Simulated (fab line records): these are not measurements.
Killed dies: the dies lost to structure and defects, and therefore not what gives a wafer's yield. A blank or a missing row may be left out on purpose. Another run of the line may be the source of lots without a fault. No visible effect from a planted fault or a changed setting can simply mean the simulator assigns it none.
Chamber matching | flow gf180mcu | GF_V5_ETCH_16 on rie_diel-03: 4 sister chambers
The step etches BARC in N2/H2. 14 wafers are shown with their chamber, then 7 later ones without.

== WAFERS, EACH WITH ITS CHAMBER ==
wafer  | chamber | drypump_motor_current_A (A) | throttle_valve_pct (%) | oes_product_au (a.u.)
L594.2 | 3       | 5.3                         | 13.226                 | 0.854
L594.3 | 2       | 5.2                         | 13.238                 | 0.855
L594.4 | 2       | 5.2                         | 13.214                 | 0.852
L600.2 | 1       | 6.3                         | 13.223                 | 0.862
L600.4 | 3       | 5.3                         | 13.227                 | 0.851
L600.5 | 0       | 5.3                         | 13.221                 | 0.853
L601.3 | 3       | 5.3                         | 13.234                 | 0.854
L601.4 | 1       | 6.3                         | 13.220                 | 0.850
L601.5 | 0       | 5.2                         | 13.232                 | 0.856
L603.3 | 1       | 6.3                         | 13.231                 | 0.853
L603.4 | 3       | 5.3                         | 13.222                 | 0.862
L603.5 | 3       | 5.3                         | 13.215                 | 0.858
L607.1 | 2       | 5.2                         | 13.214                 | 0.859
L607.2 | 1       | 6.3                         | 13.228                 | 0.856

SIGNATURES, as means of the wafers listed above
reading                 | chamber 0 | chamber 1 | chamber 2 | chamber 3 | scatter within a chamber
drypump_motor_current_A | 5.250     | 6.300     | 5.200     | 5.300     | 0.0224
throttle_valve_pct      | 13.22650  | 13.22550  | 13.22200  | 13.22480  | 0.00844
oes_product_au          | 0.85450   | 0.85525   | 0.85533   | 0.85580   | 0.00425
Rule: for each reading, subtract the chamber's mean from the wafer's reading, divide by that reading's scatter and square the result; add these up over the readings and take the root, which gives the wafer's distance from the chamber. If the next closest chamber is less than 2 further off than the closest, the wafer can't be placed; otherwise it belongs to the closest. The scatter: take each reading less its chamber's mean, square it, sum over the shown wafers, divide by the number of wafers less the number of chambers, and take the root.

== WAFERS WITHOUT THEIR CHAMBER ==
wafer  | drypump_motor_current_A (A) | throttle_valve_pct (%) | oes_product_au (a.u.)
L607.4 | 5.3                         | 13.224                 | 0.859
L614.1 | 5.3                         | 13.226                 | 0.850
L614.2 | 5.2                         | 13.228                 | 0.860
L614.3 | 5.3                         | 13.224                 | 0.848
L616.2 | 5.3                         | 13.232                 | 0.856
L616.3 | 5.2                         | 13.207                 | 0.857
L616.4 | 5.2                         | 13.236                 | 0.844

== WHICH CHAMBER EACH WENT THROUGH ==
wafer  | from the rows above     | in truth
L607.4 | can't be placed: 3 or 0 | 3
L614.1 | can't be placed: 3 or 0 | 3
L614.2 | can't be placed: 2 or 0 | 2
L614.3 | can't be placed: 3 or 0 | 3
L616.2 | can't be placed: 3 or 0 | 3
L616.3 | can't be placed: 2 or 0 | 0
L616.4 | can't be placed: 2 or 0 | 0
Correct placement for 0 of the 7. Can't be placed from these rows: 7 (the true chamber is among the candidates in 7). Number placed wrongly: 0.
